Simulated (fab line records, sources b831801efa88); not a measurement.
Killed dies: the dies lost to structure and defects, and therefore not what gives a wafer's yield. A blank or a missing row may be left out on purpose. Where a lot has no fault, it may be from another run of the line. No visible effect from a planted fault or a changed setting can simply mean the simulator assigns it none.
Struck lot and sound lot, side by side :: flow sky130 :: 19 steps out of a route of 708
Sound: wafers L773.1, L773.2, L773.3. Wafers L783.1, L783.5, L783.6 were the ones struck. The cause is given at the end.
At each step with rows: each side's tool, then ch and its chambers, then its first start. Under that, the readings that differ: sound wafers :: struck wafers :: difference of the means :: sigmas: that difference in standard deviations of wafers without a fault.
alike: a reading whose means differ by less than 2 such deviations, as well as words and numbers matching on both sides. not compared: withheld readings; readings where some wafer has no value; bounds like >300 that might hide an equal value; numbers whose values overlap and for which the record gives no deviation.
A row with sigmas, a row that says differs or no value, or rows on one side alone: a step with any of these is where the two part. Numbers that don't overlap but have no deviation are shown without sigmas and don't part them. A reading that every wafer of one side lacks parts them only if that side has two wafers or more.

first, 1 step without rows for these wafers: SKY_VT_ADJUST_HVTP_DEVELOP_06 (develop time 60 s).
SKY_VT_ADJUST_HVTP_CD_MEAS_07: the cd target is 380 nm.
  sound on cd sem-02, day 5 23:19; struck on cd sem-02, day 8 16:25
  alike: cd nm
SKY_VT_ADJUST_HVTP_OVL_MEAS_08:
  sound on overlay-02, day 5 23:26; struck on overlay-02, day 8 16:32
  alike: VT_ADJUST_HVTP_OVL
following that, these wafers have no rows for 1 step: SKY_VT_ADJUST_HVTP_IMPLANT_09.
SKY_VT_ADJUST_HVTP_STRIP_10: strips in O2/N2.
  sound on plasma asher-01 ch 0,1, day 5 23:37; struck on plasma asher-02 ch 0,1, day 8 16:43
reading: strip time to endpoint s (s)
sound: 14.25 14.23 14.23
struck: 14.12 14.19 14.13
difference: -0.09
sigmas: -2
  alike: drypump motor current A, oes product au
  not compared: rf hours counter h
SKY_VT_ADJUST_HVTP_TW_MEAS_11:
  sound on film metro-02, day 5 23:43; struck on film metro-03, day 8 16:49
  alike: VT_ADJUST_HVTP_TW
then, 6 steps without rows for these wafers: SKY_VT_ADJUST_LVTN_DEHYDRATE_00 (time 60 s); SKY_VT_ADJUST_LVTN_HMDS_01 (prime time 60 s); SKY_VT_ADJUST_LVTN_COAT_02 (resist thk 3000 nm); SKY_VT_ADJUST_LVTN_SOFTBAKE_03; SKY_VT_ADJUST_LVTN_EXPOSE_04 (exposes mask NWM COMPLEMENT LESS NATIVE, target cd 840 nm); SKY_VT_ADJUST_LVTN_PEB_05.
SKY_VT_ADJUST_LVTN_DEVELOP_06: develop time 60 s.
  sound on litho track-03 ch 0, day 6 18:00; struck on litho track-03 ch 0, day 9 13:00
SKY_VT_ADJUST_LVTN_OVL_MEAS_07:
  sound on overlay-01, day 6 18:38; struck on overlay-01, day 9 13:47
reading: VT_ADJUST_LVTN_OVL (nm)
sound: -0.2 -1.8 -0.9
struck: - - -
difference: no value on the struck wafers
sigmas: 
following that, these wafers have no rows for 1 step: SKY_VT_ADJUST_LVTN_IMPLANT_08.
SKY_VT_ADJUST_LVTN_STRIP_09: strips in O2/N2.
  sound on plasma asher-02 ch 0,1, day 6 18:49; struck on plasma asher-01 ch 0,1, day 9 13:58
  alike: drypump motor current A, oes product au, strip time to endpoint s
  not compared: rf hours counter h
SKY_VT_ADJUST_LVTN_TW_MEAS_10:
  sound on film metro-01, day 6 18:55; struck on film metro-03, day 9 14:04
reading: VT_ADJUST_LVTN_TW
sound: 239.5 240.3 239.2
struck: 30.2 30.2 30.3
difference: -209.4
sigmas: -99 or more
then, 1 step without rows for these wafers: SKY_VT_ADJUST_LVTN_DEHYDRATE_11 (time 60 s).
-- a jump in the record: the struck wafers' starts before and after are 39 days apart (it breaks off in module VT_ADJUST_LVTN and resumes in module PAD_OPEN, where the first step shown is number 708 of the route) --
SKY_PAD_OPEN_PROBE_99:
  sound on prober-02, day 45 18:56; struck on prober-02, day 48 15:47
reading: killed at front end
sound: 20 11 19
struck: 424 421 420
difference: +405
sigmas: +92

reading: killed dies
sound: 82 76 92
struck: 492 492 492
difference: +409
sigmas: +48

reading: killed on rim
sound: 11 16 19
struck: 96 96 96
difference: +81
sigmas: +23
  alike: killed_at_M0_to_M3, killed_at_M4_up, killed at contacts, killed at other, killed open, killed short

WHERE THEY PART
Last at SKY_PAD_OPEN_PROBE_99 as far as this record goes, first at SKY_VT_ADJUST_HVTP_STRIP_10.

WHY: whatever the simulator had introduced
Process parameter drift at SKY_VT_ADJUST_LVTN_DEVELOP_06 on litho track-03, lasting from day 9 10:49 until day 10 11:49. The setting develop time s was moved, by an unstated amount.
